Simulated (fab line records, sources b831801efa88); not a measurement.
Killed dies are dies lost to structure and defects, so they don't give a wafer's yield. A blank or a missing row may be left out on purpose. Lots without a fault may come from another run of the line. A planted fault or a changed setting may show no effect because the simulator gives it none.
fab line records | flow gf180mcu
record lots=5 wafers=15 last_day=32
route steps=602 shown SALICIDE@278 CONTACT@287 M1@315
lots that met no fault: from a run of the same line without faults
start_h: hours from the record's first day to the start of the lot's first wafer shown | wait_h: hours since the lot's step before | " the same as in the row above | L1.1+2: a row that stands for several wafers | - no value, or no start given | * or withheld: withheld | < > ~ a bound
route shown NAME@n: a module of which the file shows steps, and the number in the route of the first | usual: mean/standard deviation of fault-free wafers | same: alike in all rows | chamber/n: place in a boat | sites: the reading at each site | _std_site: their standard deviation | _edge_site: outer sites' mean less inner sites' | radius_mm: how far each site lies from the wafer's centre | mask NAME#n: copy n | behind: the tool/chamber that last shaped the wafer | hold: why the lot was held/for how many hours/how that ended | device: the transistor (n, p or np) that didn't switch | end of line: the same wafers' tests at the end of the route | a step without rows: its recipe alone | killed: dies lost to structure and defects at the first sort, not the wafer's yield | map: a wafer's dies, x killed, . not, _ none there
set.NAME: the setting as run; set.NAME@STEP: as run at that earlier step | model.NAME: the simulator's own value behind a step, which no gauge read
lots at some steps of the route; a table a step, a row a wafer
services: from which hour (start_h, from the record's first day; less than 0 if before it) a tool's chamber was out of use, for how many hours, and why
## steps
# step GF_SALICIDE_CLEAN_00
# recipe chemistry=SC1/SC2 mix=1:4:20 temp_c=70 time_s=150
# columns lot.wafer tool chamber start_h wait_h
L081.1+3+5 wet_bench-04 3 404.44 0.1
L082.1+2+6 wet_bench-03 0 421.03 0.1
L083.1+2+6 wet_bench-04 2 426.56 0.1
L084.1+3+4 wet_bench-04 2 430.12 0.1
L086.2+3+5 wet_bench-01 1 445.34 0.1
# step GF_SALICIDE_WET_ETCH_01
# recipe chemistry=dHF target_depth_nm=5 dry=ipa_marangoni target=SiO2 temp_c=25 dilution=100:1 time_s=100
# columns lot.wafer tool chamber start_h wait_h
L081.1+3+5 wet_bench-01 1 404.49 0.0
L082.1+2+6 wet_bench-01 1 421.08 0.0
L083.1+2+6 wet_bench-01 1 426.61 0.0
L084.1+3+4 wet_bench-04 3 430.17 0.0
L086.2+3+5 wet_bench-04 0 445.39 0.0
# step GF_SALICIDE_SPUTTER_02
# recipe material=Co target_thk_nm=10 power_w=1000 time_s=20 chamber_pressure_pa=0.4
# usual throttle_valve_pct=29.1/1.1
# columns lot.wafer tool chamber start_h wait_h throttle_valve_pct
L081.1 pvd_sputter-01 - 404.53 0.0 29.9
L081.3 " - " " 29.9
L081.5 " - " " 30.1
L082.1 pvd_sputter-04 - 421.12 0.0 30.7
L082.2 " - " " 29.0
L082.6 " - " " 30.9
L083.1 pvd_sputter-01 - 426.64 0.0 30.0
L083.2 " - " " 30.1
L083.6 " - " " 27.3
L084.1 pvd_sputter-02 - 430.20 0.0 30.2
L084.3 " - " " 28.8
L084.4 " - " " 27.9
L086.2 pvd_sputter-02 - 445.43 0.0 28.7
L086.3 " - " " 28.0
L086.5 " - " " 27.9
# step GF_SALICIDE_SPUTTER_03
# recipe material=TiN target_thk_nm=20 power_w=6500 time_s=16.7 chamber_pressure_pa=0.4
# usual throttle_valve_pct=29.1/1.2
# columns lot.wafer tool chamber start_h wait_h throttle_valve_pct
L081.1 pvd_sputter-01 - 404.56 0.0 30.1
L081.3 " - " " 30.0
L081.5 " - " " 30.5
L082.1 pvd_sputter-04 - 421.15 0.0 31.0
L082.2 " - " " 28.8
L082.6 " - " " 30.8
L083.1 pvd_sputter-01 - 426.67 0.0 30.3
L083.2 " - " " 30.3
L083.6 " - " " 27.5
L084.1 pvd_sputter-02 - 430.23 0.0 29.9
L084.3 " - " " 28.5
L084.4 " - " " 27.9
L086.2 pvd_sputter-02 - 445.46 0.0 28.5
L086.3 " - " " 28.1
L086.5 " - " " 28.0
# step GF_SALICIDE_RS_MEAS_04
# recipe thk_meas_gauge=four-point-probe reads=TiN_of_SALICIDE_SPUTTER_03+Co_of_SALICIDE_SPUTTER_02
# usual SALICIDE_TIN_RS=16.4/0.33
# columns lot.wafer tool chamber start_h wait_h SALICIDE_TIN_RS[ohm/sq]
L081.1 film_metro-04 - 404.58 0.0 16.5
L081.3 " - " " 16.7
L081.5 " - " " 16.3
L082.1 film_metro-01 - 421.18 0.0 16.1
L082.2 " - " " 16.0
L082.6 " - " " 16.0
L083.1 film_metro-01 - 426.70 0.0 16.2
L083.2 " - " " 16.6
L083.6 " - " " 16.6
L084.1 film_metro-03 - 430.26 0.0 16.0
L084.3 " - " " 16.0
L084.4 " - " " 15.8
L086.2 film_metro-04 - 445.50 0.0 16.0
L086.3 " - " " 16.1
L086.5 " - " " 16.0
# step GF_SALICIDE_THK_MEAS_05
# recipe thk_meas_gauge=xrf reads=TiN_of_SALICIDE_SPUTTER_03
# usual SALICIDE_TIN_THK=19.92/0.22
# columns lot.wafer tool chamber start_h wait_h SALICIDE_TIN_THK[nm]
L081.1 film_metro-04 - 404.70 0.1 19.58
L081.3 " - " " 19.61
L081.5 " - " " 19.48
L082.1 film_metro-01 - 421.30 0.1 19.95
L082.2 " - " " 19.82
L082.6 " - " " 20.14
L083.1 film_metro-01 - 426.82 0.1 19.82
L083.2 " - " " 19.77
L083.6 " - " " 19.88
L084.1 film_metro-03 - 430.38 0.1 20.01
L084.3 " - " " 19.91
L084.4 " - " " 19.97
L086.2 film_metro-04 - 445.61 0.1 19.88
L086.3 " - " " 19.75
L086.5 " - " " 19.93
# step GF_SALICIDE_RTA_06
# recipe temp_c=530 time_s=30 ambient=N2
# usual wafer_temp_C_max=532.1/0.6
# same lamp_power_pct=5.8
# columns lot.wafer tool chamber start_h wait_h wafer_temp_C_max
L081.1 rtp_anneal-01 0 404.76 0.1 531.9
L081.3 " 0 " " 532.2
L081.5 " 0 " " 531.8
L082.1 rtp_anneal-01 0 421.36 0.1 530.8
L082.2 " 0 " " 532.6
L082.6 " 0 " " 532.1
L083.1 rtp_anneal-01 0 426.88 0.1 532.0
L083.2 " 0 " " 531.3
L083.6 " 0 " " 531.4
L084.1 rtp_anneal-01 0 430.44 0.1 531.2
L084.3 " 0 " " 531.6
L084.4 " 0 " " 531.7
L086.2 rtp_anneal-01 0 445.68 0.1 531.7
L086.3 " 0 " " 532.4
L086.5 " 0 " " 531.3
# step GF_SALICIDE_WET_ETCH_07
# recipe chemistry=SPM target_depth_nm=120 dry=n2_spin
# columns lot.wafer tool chamber start_h wait_h
L081.1+3+5 wet_bench-03 3 404.86 0.1
L082.1+2+6 wet_bench-04 2 421.46 0.1
L083.1+2+6 wet_bench-04 2 426.98 0.1
L084.1+3+4 wet_bench-04 0 430.54 0.1
L086.2+3+5 wet_bench-04 0 445.76 0.1
# step GF_SALICIDE_RTA_08
# recipe temp_c=800 time_s=30 ambient=N2
# usual lamp_power_pct=17.7/1.7 wafer_temp_C_max=803.0/0.92
# columns lot.wafer tool chamber start_h wait_h lamp_power_pct wafer_temp_C_max
L081.1 rtp_anneal-02 0 404.95 0.0 19.5 803.4
L081.3 " 0 " " 19.6 803.9
L081.5 " 0 " " 19.5 803.7
L082.1 rtp_anneal-02 0 421.55 0.0 19.5 804.4
L082.2 " 0 " " 19.5 803.8
L082.6 " 0 " " 19.5 804.5
L083.1 rtp_anneal-02 0 427.07 0.0 19.5 805.6
L083.2 " 0 " " 19.5 803.6
L083.6 " 0 " " 19.6 806.3
L084.1 rtp_anneal-02 0 430.64 0.0 19.6 803.5
L084.3 " 0 " " 19.6 803.8
L084.4 " 0 " " 19.5 804.0
L086.2 rtp_anneal-02 0 445.87 0.0 19.5 803.5
L086.3 " 0 " " 19.6 803.9
L086.5 " 0 " " 19.5 804.3
# step GF_CONTACT_CVD_00
# recipe material=SiO2 target_thk_nm=300 sigma_open_frac=0.3 temp_c=400 time_s=50 sih4_flow_sccm=58.66 pressure_mtorr=6
# columns lot.wafer tool chamber start_h wait_h
L081.1+3+5 hdpcvd-01 0,1,0 405.05 0.1
L082.1+2+6 hdpcvd-02 0,2,1 421.65 0.1
L083.1+2+6 hdpcvd-01 1,0,1 427.17 0.1
L084.1+3+4 hdpcvd-02 2,1,1 430.74 0.1
L086.2+3+5 hdpcvd-02 1,0,1 445.95 0.1
# step GF_CONTACT_THK_MEAS_01
# recipe reads=SiO2_of_CONTACT_CVD_00
# usual CONTACT_CVD_00_THK=294.5/2.7
# columns lot.wafer tool chamber start_h wait_h CONTACT_CVD_00_THK[nm]
L081.1 film_metro-01 - 405.12 0.0 292.8
L081.3 " - " " 289.8
L081.5 " - " " 295.9
L082.1 film_metro-04 - 421.69 0.0 290.2
L082.2 " - " " 296.7
L082.6 " - " " 292.6
L083.1 film_metro-02 - 427.21 0.0 289.3
L083.2 " - " " 293.3
L083.6 " - " " 293.0
L084.1 film_metro-04 - 430.78 0.0 293.4
L084.3 " - " " 292.4
L084.4 " - " " 288.8
L086.2 film_metro-04 - 446.01 0.0 292.2
L086.3 " - " " 291.4
L086.5 " - " " 292.0
# step GF_CONTACT_CVD_02
# recipe material=SiO2 target_thk_nm=860 precursor=TEOS temp_c=400 time_s=95.992 rf_w=600
# usual heater_power_w=680/88
# columns lot.wafer tool chamber start_h wait_h heater_power_w
L081.1 pecvd-03 2 405.18 0.1 713
L081.3 " 0 " " 626
L081.5 " 2 " " 723
L082.1 pecvd-03 1 421.75 0.1 756
L082.2 " 0 " " 607
L082.6 " 0 " " 652
L083.1 pecvd-04 1 427.27 0.1 641
L083.2 " 0 " " 533
L083.6 " 0 " " 581
L084.1 pecvd-03 2 430.84 0.1 708
L084.3 " 1 " " 681
L084.4 " 0 " " 522
L086.2 pecvd-02 2 446.06 0.0 597
L086.3 " 0 " " 767
L086.5 " 2 " " 624
# step GF_CONTACT_THK_MEAS_03
# recipe reads=SiO2_of_CONTACT_CVD_02
# usual CONTACT_CVD_02_THK=861/11
# columns lot.wafer tool chamber start_h wait_h CONTACT_CVD_02_THK[nm]
L081.1 film_metro-02 - 405.25 0.0 863
L081.3 " - " " 851
L081.5 " - " " 869
L082.1 film_metro-01 - 421.82 0.0 849
L082.2 " - " " 836
L082.6 " - " " 853
L083.1 film_metro-04 - 427.34 0.0 840
L083.2 " - " " 844
L083.6 " - " " 866
L084.1 film_metro-01 - 430.91 0.0 855
L084.3 " - " " 853
L084.4 " - " " 853
L086.2 film_metro-02 - 446.14 0.0 856
L086.3 " - " " 859
L086.5 " - " " 867
# step GF_CONTACT_CMP_04
# recipe material=SiO2 down_force_psi=4 platen_rpm=60 pad_velocity_m_s=0.94248
# usual motor_current_A=12.3/0.96 slurry_flow_ml_min=150.0/0.44 time_to_endpoint_s=113/8
# columns lot.wafer tool chamber start_h wait_h motor_current_A slurry_flow_ml_min time_to_endpoint_s
L081.1 cmp-02 2 405.36 0.1 13.2 150.9 113
L081.3 " 0 " " 11.2 149.6 101
L081.5 " 1 " " 12.6 150.6 116
L082.2 cmp-02 0 421.88 0.0 11.6 150.0 101
L082.1 " 2 " " 13.3 150.4 106
L082.6 " 1 " " 12.8 149.6 112
L083.2 cmp-02 0 427.50 0.1 11.2 150.4 97
L083.1 " 1 " " 11.9 151.2 102
L083.6 " 3 " " 11.8 150.0 111
L084.1 cmp-02 3 431.10 0.2 11.3 149.9 109
L084.3 " 1 " " 12.8 149.0 110
L084.4 " 2 " " 12.7 150.2 107
L086.2 cmp-02 1 446.24 0.1 13.4 150.3 108
L086.3 " 2 " " 12.4 150.2 108
L086.5 " 1 " " 12.8 149.4 117
# step GF_CONTACT_BOW_MEAS_05
# recipe mode=bow
# usual CONTACT_BOW=64/7.1
# columns lot.wafer tool chamber start_h wait_h CONTACT_BOW[um]
L081.1 film_metro-01 - 405.61 0.2 61
L081.3 " - " " 53
L081.5 " - " " 62
L082.1 film_metro-01 - 422.21 0.2 68
L082.2 " - " " 63
L082.6 " - " " 72
L083.1 film_metro-02 - 427.70 0.1 69
L083.2 " - " " 75
L083.6 " - " " 73
L084.1 film_metro-04 - 431.40 0.2 49
L084.3 " - " " 57
L084.4 " - " " 54
L086.2 film_metro-04 - 446.51 0.2 68
L086.3 " - " " 67
L086.5 " - " " 65
# step GF_CONTACT_DEHYDRATE_06
# recipe temp_c=200 time_s=60
# columns lot.wafer tool chamber start_h wait_h
L081.1+3+5 litho_track-01 0 416.84 11.2
L082.1+2+6 litho_track-04 0 433.37 11.1
L083.1+2+6 litho_track-03 0 439.28 11.6
L084.1+3+4 litho_track-01 0 443.39 12.0
L086.2+3+5 litho_track-04 0 457.94 11.4
# step GF_CONTACT_HMDS_07
# recipe prime_time_s=60 prime_temp_c=120
# columns lot.wafer tool chamber start_h wait_h
L081.1+3+5 litho_track-01 0 416.99 0.1
L082.1+2+6 litho_track-04 0 433.52 0.1
L083.1+2+6 litho_track-03 0 439.43 0.1
L084.1+3+4 litho_track-01 0 443.54 0.1
L086.2+3+5 litho_track-04 0 458.09 0.1
# step GF_CONTACT_COAT_08
# recipe resist=BARC temp_c=withheld time_s=withheld spin_rpm=withheld resist_thk_nm=withheld
# columns lot.wafer tool chamber start_h wait_h
L081.1+3+5 litho_track-01 0 417.14 0.1
L082.1+2+6 litho_track-04 0 433.67 0.1
L083.1+2+6 litho_track-03 0 439.58 0.1
L084.1+3+4 litho_track-01 0 443.69 0.1
L086.2+3+5 litho_track-04 0 458.24 0.1
# step GF_CONTACT_COAT_09
# recipe resist=KrF spin_rpm=withheld resist_thk_nm=1000
# columns lot.wafer tool chamber start_h wait_h
L081.1+3+5 litho_track-01 0 - -
L082.1+2+6 litho_track-04 0 - -
L083.1+2+6 litho_track-03 0 - -
L084.1+3+4 litho_track-01 0 - -
L086.2+3+5 litho_track-04 0 - -
# step GF_CONTACT_SOFTBAKE_10
# recipe temp_c=130 time_s=60 resist=KrF
# columns lot.wafer tool chamber start_h wait_h
L081.1+3+5 litho_track-01 0 - -
L082.1+2+6 litho_track-04 0 - -
L083.1+2+6 litho_track-03 0 - -
L084.1+3+4 litho_track-01 0 - -
L086.2+3+5 litho_track-04 0 - -
# step GF_CONTACT_EXPOSE_11
# recipe mask_id=Contact target_cd_nm=220 na=0.68 source_shape=conventional sigma_outer=0.6 dose_mj=38
# usual reticle_temp_C=23.02/0.094
# same sigma_outer=0.6
# columns lot.wafer tool chamber start_h wait_h mask reticle_temp_C
L081.1 krf_scanner-02 0 - - Contact#0 23.07
L081.3 " 0 " " Contact#0 23.03
L081.5 " 0 " " Contact#0 23.15
L082.1 krf_scanner-01 0 - - Contact#0 23.04
L082.2 " 0 " " Contact#0 22.95
L082.6 " 0 " " Contact#0 23.11
L083.1 krf_scanner-01 0 - - Contact#0 23.05
L083.2 " 0 " " Contact#0 23.09
L083.6 " 0 " " Contact#0 23.10
L084.1 krf_scanner-02 0 - - Contact#0 23.18
L084.3 " 0 " " Contact#0 23.08
L084.4 " 0 " " Contact#0 23.05
L086.2 krf_scanner-02 0 - - Contact#0 22.93
L086.3 " 0 " " Contact#0 22.93
L086.5 " 0 " " Contact#0 23.02
# step GF_CONTACT_PEB_12
# recipe peb_temp_c=135 peb_time_s=90 resist=KrF
# columns lot.wafer tool chamber start_h wait_h
L081.1+3+5 litho_track-01 0 - -
L082.1+2+6 litho_track-01 0 - -
L083.1+2+6 litho_track-03 0 - -
L084.1+3+4 litho_track-01 0 - -
L086.2+3+5 litho_track-03 0 - -
# step GF_CONTACT_DEVELOP_13
# recipe develop_time_s=60 resist=KrF dev_temp_c=21
# usual developer_temp_C=20.98/0.11
# columns lot.wafer tool chamber start_h wait_h developer_temp_C
L081.1 litho_track-01 0 429.09 0.2 21.09
L081.3 " 0 " " 21.06
L081.5 " 0 " " 21.01
L082.1 litho_track-01 0 446.24 0.2 20.93
L082.2 " 0 " " 21.06
L082.6 " 0 " " 21.03
L083.1 litho_track-03 0 452.08 0.2 20.97
L083.2 " 0 " " 20.85
L083.6 " 0 " " 20.73
L084.1 litho_track-01 0 455.64 0.2 20.91
L084.3 " 0 " " 21.11
L084.4 " 0 " " 21.22
L086.2 litho_track-03 0 471.15 0.2 20.86
L086.3 " 0 " " 21.00
L086.5 " 0 " " 21.09
# step GF_CONTACT_CD_MEAS_14
# recipe target_cd_nm=220
# usual cd_nm=219.5/1.6
# columns lot.wafer tool chamber start_h wait_h cd_nm
L081.1 cd_sem-01 - 429.24 0.1 217.7
L081.3 " - " " 218.1
L081.5 " - " " 218.9
L082.1 cd_sem-01 - 446.39 0.1 221.4
L082.2 " - " " 220.7
L082.6 " - " " 220.9
L083.1 cd_sem-02 - 452.23 0.1 219.2
L083.2 " - " " 218.8
L083.6 " - " " 219.4
L084.1 cd_sem-02 - 455.79 0.1 218.4
L084.3 " - " " 219.6
L084.4 " - " " 220.3
L086.2 cd_sem-02 - 471.30 0.1 221.1
L086.3 " - " " 220.8
L086.5 " - " " 221.2
# step GF_CONTACT_OVL_MEAS_15
# usual CONTACT_OVL=-3/5.1
# columns lot.wafer tool chamber start_h wait_h CONTACT_OVL[nm]
L081.1 overlay-01 - 429.36 0.1 -11
L081.3 " - " " -4
L081.5 " - " " -3
L082.1 overlay-02 - 446.51 0.1 -4
L082.2 " - " " 4
L082.6 " - " " 6
L083.1 overlay-02 - 452.35 0.1 -3
L083.2 " - " " -6
L083.6 " - " " -7
L084.1 overlay-01 - 455.91 0.1 2
L084.3 " - " " -6
L084.4 " - " " 2
L086.2 overlay-01 - 471.40 0.1 6
L086.3 " - " " -5
L086.5 " - " " -3
# step GF_CONTACT_ETCH_16
# recipe chemistry=N2/H2 target_depth_a=withheld overetch_a=withheld time_s=withheld target=BARC ion_energy_ev=200 source_w=500 bias_w=100 pressure_mtorr=30 n2_flow_sccm=100 h2_flow_sccm=200
# usual drypump_motor_current_A=5.4/0.47 oes_product_au=0.854/0.0046 throttle_valve_pct=13.226/0.0094
# columns lot.wafer tool chamber start_h wait_h drypump_motor_current_A oes_product_au throttle_valve_pct
L081.1 rie_diel-04 2 429.40 0.0 4.9 0.857 13.229
L081.3 " 0 " " 6.3 0.849 13.218
L081.5 " 1 " " 5.5 0.852 13.219
L082.1 rie_diel-03 0 446.55 0.0 5.3 0.854 13.231
L082.2 " 2 " " 5.5 0.859 13.231
L082.6 " 0 " " 5.3 0.861 13.225
L083.1 rie_diel-04 0 452.38 0.0 6.3 0.859 13.230
L083.2 " 3 " " 4.8 0.855 13.227
L083.6 " 1 " " 5.5 0.855 13.216
L084.1 rie_diel-03 2 455.95 0.0 5.5 0.855 13.226
L084.3 " 3 " " 5.7 0.845 13.230
L084.4 " 1 " " 5.7 0.856 13.222
L086.2 rie_diel-04 0 471.43 0.0 6.3 0.855 13.230
L086.3 " 1 " " 5.5 0.853 13.239
L086.5 " 2 " " 4.9 0.855 13.227
# step GF_CONTACT_ETCH_17
# recipe chemistry=C4F8/O2/Ar mask_material=KrF target=SiO2 stop_on=CoSi2 source_w=1500 bias_w=1200 pressure_mtorr=40 c4f8_flow_sccm=withheld O2_flow_sccm=6 Ar_flow_sccm=300 time_s=withheld target_depth_a=8600
# usual oes_product_au=0.812/0.0048
# columns lot.wafer tool chamber start_h wait_h oes_product_au
L081.1 rie_diel-04 2 - - 0.811
L081.3 " 0 " " 0.809
L081.5 " 1 " " 0.814
L082.1 rie_diel-03 0 - - 0.806
L082.2 " 2 " " 0.807
L082.6 " 0 " " 0.813
L083.1 rie_diel-04 0 - - 0.808
L083.2 " 3 " " 0.811
L083.6 " 1 " " 0.811
L084.1 rie_diel-03 2 - - 0.813
L084.3 " 3 " " 0.811
L084.4 " 1 " " 0.803
L086.2 rie_diel-04 0 - - 0.816
L086.3 " 1 " " 0.817
L086.5 " 2 " " 0.809
# step GF_CONTACT_STRIP_18
# recipe chemistry=O2/N2 power_w=1400 pressure_mtorr=1500 platen_temp_c=250 o2_flow_sccm=3000 n2_flow_sccm=300 overash_fraction=0.5
# usual drypump_motor_current_A=6.0/0.36 heater_power_w=336/12 oes_product_au=0.581/0.0045
# columns lot.wafer tool chamber start_h wait_h drypump_motor_current_A heater_power_w oes_product_au rf_hours_counter_h
L081.1 plasma_asher-01 1 429.56 - 6.0 343 0.584 80
L081.3 " 1 " " 6.0 342 0.580 -
L081.5 " 1 " " 6.0 336 0.583 -
L082.1 plasma_asher-01 1 446.71 - 6.0 344 0.585 82
L082.2 " 0 " " 6.0 319 0.584 82
L082.6 " 0 " " 6.0 321 0.593 -
L083.1 plasma_asher-03 1 452.54 - 6.5 334 0.581 68
L083.2 " 0 " " 5.7 334 0.578 68
L083.6 " 0 " " 5.7 339 0.576 -
L084.1 plasma_asher-01 0 456.11 - 6.0 325 0.583 83
L084.3 " 0 " " 6.0 325 0.573 -
L084.4 " 1 " " 6.0 344 0.576 -
L086.2 plasma_asher-03 0 471.59 - 5.7 335 0.589 70
L086.3 " 1 " " 6.6 338 0.584 -
L086.5 " 1 " " 6.6 331 0.582 -
# step GF_CONTACT_CLEAN_19
# recipe chemistry=SPM
# columns lot.wafer tool chamber start_h wait_h
L081.1+3+5 wet_bench-04 3 429.66 0.1
L082.1+2+6 wet_bench-02 1 446.81 0.1
L083.1+2+6 wet_bench-02 0 452.64 0.1
L084.1+3+4 wet_bench-04 1 456.21 0.1
L086.2+3+5 wet_bench-04 1 471.69 0.1
# step GF_CONTACT_CLEAN_20
# recipe chemistry=DIW
# columns lot.wafer tool chamber start_h wait_h
L081.1+3+5 wet_bench-03 3 429.75 0.0
L082.1+2+6 wet_bench-04 0 446.99 0.0
L083.1+2+6 wet_bench-03 1 452.74 0.0
L084.1+3+4 wet_bench-03 2 456.31 0.0
L086.2+3+5 wet_bench-02 3 471.79 0.0
# step GF_CONTACT_CLEAN_21
# recipe chemistry=dHF time_s=20 dilution=100:1 dry=ipa_marangoni
# columns lot.wafer tool chamber start_h wait_h
L081.1+3+5 wet_bench-03 1 429.84 0.0
L082.1+2+6 wet_bench-02 2 447.08 0.0
L083.1+2+6 wet_bench-04 2 452.83 0.0
L084.1+3+4 wet_bench-02 3 456.40 0.0
L086.2+3+5 wet_bench-04 2 471.88 0.0
# step GF_CONTACT_SPUTTER_22
# recipe material=Ti target_thk_nm=15 chamber_pressure_pa=5 power_w=2500 substrate_temp_c=200 time_s=80.02
# usual throttle_valve_pct=29.3/1.2
# columns lot.wafer tool chamber start_h wait_h throttle_valve_pct
L081.1 pvd_sputter-03 - 429.86 0.0 30.9
L081.3 " - " " 29.8
L081.5 " - " " 29.8
L082.1 pvd_sputter-01 - 447.11 0.0 30.0
L082.2 " - " " 28.4
L082.6 " - " " 29.6
L083.1 pvd_sputter-03 - 452.84 0.0 30.5
L083.2 " - " " 30.0
L083.6 " - " " 30.8
L084.1 pvd_sputter-04 - 456.41 0.0 29.1
L084.3 " - " " 30.8
L084.4 " - " " 31.2
L086.2 pvd_sputter-01 - 471.89 0.0 30.3
L086.3 " - " " 30.0
L086.5 " - " " 27.4
# step GF_CONTACT_SPUTTER_23
# recipe material=TiN target_thk_nm=10 chamber_pressure_pa=5 power_w=4000 time_s=40
# usual throttle_valve_pct=29.3/1.2
# columns lot.wafer tool chamber start_h wait_h throttle_valve_pct
L081.1 pvd_sputter-03 - 429.92 0.0 30.6
L081.3 " - " " 29.9
L081.5 " - " " 30.1
L082.1 pvd_sputter-01 - 447.17 0.0 29.8
L082.2 " - " " 28.9
L082.6 " - " " 29.9
L083.1 pvd_sputter-03 - 452.91 0.0 30.6
L083.2 " - " " 29.8
L083.6 " - " " 30.7
L084.1 pvd_sputter-04 - 456.47 0.0 28.8
L084.3 " - " " 30.9
L084.4 " - " " 31.0
L086.2 pvd_sputter-01 - 471.95 0.0 30.4
L086.3 " - " " 29.9
L086.5 " - " " 27.6
# step GF_CONTACT_CVD_24
# recipe material=W target_thk_nm=300 time_s=90.339 temp_c=400 pressure_torr=40
# usual chamber_pressure_Torr=40.00/0.091 heater_power_w=833/27
# columns lot.wafer tool chamber start_h wait_h chamber_pressure_Torr heater_power_w
L081.1 cvd_w-01 1 429.96 0.0 39.95 885
L081.3 " 0 " " 40.02 785
L081.5 " 1 " " 39.97 870
L082.1 cvd_w-01 0 447.21 0.0 39.87 811
L082.2 " 1 " " 40.15 891
L082.6 " 1 " " 40.07 870
L083.1 cvd_w-01 0 452.95 0.0 40.02 805
L083.2 " 1 " " 40.07 886
L083.6 " 1 " " 40.07 879
L084.1 cvd_w-01 1 456.51 0.0 39.90 850
L084.3 " 1 " " 40.09 872
L084.4 " 0 " " 39.99 820
L086.2 cvd_w-01 1 471.99 0.0 40.15 856
L086.3 " 0 " " 39.90 800
L086.5 " 0 " " 39.92 803
# step GF_CONTACT_RS_MEAS_25
# recipe thk_meas_gauge=four-point-probe reads=W_of_CONTACT_CVD_24+TiN_of_CONTACT_SPUTTER_23+Ti_of_CONTACT_SPUTTER_22
# usual CONTACT_W_RS=0.384/0.0045
# columns lot.wafer tool chamber start_h wait_h CONTACT_W_RS[ohm/sq]
L081.1 film_metro-01 - 430.06 0.1 0.382
L081.3 " - " " 0.385
L081.5 " - " " 0.379
L082.1 film_metro-01 - 447.31 0.1 0.386
L082.2 " - " " 0.376
L082.6 " - " " 0.377
L083.1 film_metro-02 - 453.05 0.1 0.383
L083.2 " - " " 0.377
L083.6 " - " " 0.378
L084.1 film_metro-04 - 456.61 0.1 0.371
L084.3 " - " " 0.374
L084.4 " - " " 0.380
L086.2 film_metro-02 - 472.11 0.1 0.378
L086.3 " - " " 0.388
L086.5 " - " " 0.388
# step GF_CONTACT_THK_MEAS_26
# recipe thk_meas_gauge=xrf reads=W_of_CONTACT_CVD_24
# usual CONTACT_W_THK=301/4.7
# columns lot.wafer tool chamber start_h wait_h CONTACT_W_THK[nm]
L081.1 film_metro-01 - 430.18 0.1 298
L081.3 " - " " 296
L081.5 " - " " 299
L082.1 film_metro-01 - 447.43 0.1 299
L082.2 " - " " 305
L082.6 " - " " 304
L083.1 film_metro-02 - 453.17 0.1 303
L083.2 " - " " 305
L083.6 " - " " 307
L084.1 film_metro-04 - 456.73 0.1 314
L084.3 " - " " 311
L084.4 " - " " 308
L086.2 film_metro-02 - 472.22 0.1 306
L086.3 " - " " 300
L086.5 " - " " 299
# step GF_CONTACT_CMP_27
# recipe stop_on=SiO2 down_force_psi=3.5 platen_rpm=60 t_overpolish_s=15 target_thk_nm=0 pad_velocity_m_s=0.94248
# usual motor_current_A=11.4/0.96 overpolish_run_s=14.998/0.0086 slurry_flow_ml_min=150.0/0.4 time_to_endpoint_s=72.9/2.9
# same t_overpolish_s=15
# columns lot.wafer tool chamber start_h wait_h motor_current_A overpolish_run_s slurry_flow_ml_min time_to_endpoint_s
L081.3 cmp-01 1 430.24 0.0 11.5 14.998 150.0 71.8
L081.1 " 0 " " 10.1 15.013 149.5 73.4
L081.5 " 2 " " 11.0 14.988 149.8 74.6
L082.2 cmp-01 2 447.59 0.1 11.0 15.002 149.8 76.1
L082.1 " 3 " " 12.0 14.996 149.5 75.3
L082.6 " 1 " " 11.9 14.994 150.2 72.4
L083.2 cmp-02 1 453.23 0.0 12.2 14.993 149.9 75.2
L083.1 " 3 " " 11.0 14.991 150.1 71.5
L083.6 " 1 " " 11.3 14.977 150.5 77.7
L084.1 cmp-02 1 456.79 0.1 12.1 15.004 150.1 77.8
L084.4 " 3 " " 10.5 14.990 149.8 75.3
L084.3 " 0 " " 10.5 14.995 150.4 71.8
L086.3 cmp-01 0 472.27 0.0 10.4 15.009 151.1 75.7
L086.2 " 1 " " 11.9 14.990 149.7 71.7
L086.5 " 1 " " 11.9 15.010 150.4 73.2
# step GF_M1_SPUTTER_00
# recipe material=Ti target_thk_nm=37.5 arriving_ion_energy_ev=80 substrate_temp_c=200 chamber_pressure_pa=2 power_w=4000 time_s=150
# usual throttle_valve_pct=29.1/1.1
# columns lot.wafer tool chamber start_h wait_h throttle_valve_pct
L081.1 pvd_sputter-04 - 430.54 0.1 29.1
L081.3 " - " " 31.0
L081.5 " - " " 31.0
L082.1 pvd_sputter-02 - 447.79 0.1 27.9
L082.2 " - " " 27.9
L082.6 " - " " 30.0
L083.1 pvd_sputter-02 - 453.53 0.1 28.4
L083.2 " - " " 28.3
L083.6 " - " " 27.8
L084.1 pvd_sputter-02 - 457.09 0.2 27.9
L084.3 " - " " 28.0
L084.4 " - " " 30.1
L086.2 pvd_sputter-02 - 472.57 0.2 28.0
L086.3 " - " " 28.7
L086.5 " - " " 28.9
# step GF_M1_SPUTTER_01
# recipe material=TiN target_thk_nm=30 power_w=6500 time_s=25 chamber_pressure_pa=0.4
# usual throttle_valve_pct=29.1/1.1
# columns lot.wafer tool chamber start_h wait_h throttle_valve_pct
L081.1 pvd_sputter-04 - 430.64 0.1 29.2
L081.3 " - " " 30.9
L081.5 " - " " 30.9
L082.1 pvd_sputter-02 - 447.89 0.1 28.3
L082.2 " - " " 28.1
L082.6 " - " " 29.9
L083.1 pvd_sputter-02 - 453.63 0.1 28.6
L083.2 " - " " 28.2
L083.6 " - " " 28.1
L084.1 pvd_sputter-02 - 457.19 0.1 27.7
L084.3 " - " " 28.2
L084.4 " - " " 30.0
L086.2 pvd_sputter-02 - 472.67 0.1 28.2
L086.3 " - " " 28.7
L086.5 " - " " 28.5
## services
# columns tool chamber start_h hours kind
cmp-01 - 387.62 4.8 pm
cvd_w-01 - 390.00 14.0 pm
cmp-02 - 390.56 3.4 repair
rie_diel-03 - 392.99 2.8 pm
pecvd-03 - 398.19 6.0 pm
hdpcvd-02 - 399.82 2.8 pm
cvd_w-01 1 402.67 2.7 repair
cmp-01 - 404.00 4.0 pm
plasma_asher-01 - 408.88 12.6 pm
rie_diel-04 2 414.17 7.8 repair
rie_diel-04 - 426.99 0.9 repair
rie_diel-04 3 427.84 3.9 repair
cmp-02 - 429.15 1.1 repair
rie_diel-03 - 429.57 0.9 repair
krf_scanner-02 - 430.86 4.0 pm
rtp_anneal-02 - 430.98 3.8 pm
krf_scanner-02 - 434.89 1.3 pm
rie_diel-03 1 435.67 15.0 repair
pvd_sputter-02 - 436.46 0.9 repair
pvd_sputter-01 - 443.08 1.8 repair
krf_scanner-02 - 463.07 0.8 pm
pvd_sputter-04 - 465.94 2.8 repair
pvd_sputter-03 - 469.30 5.2 repair
cmp-02 - 469.55 4.3 pm
## key
fault none
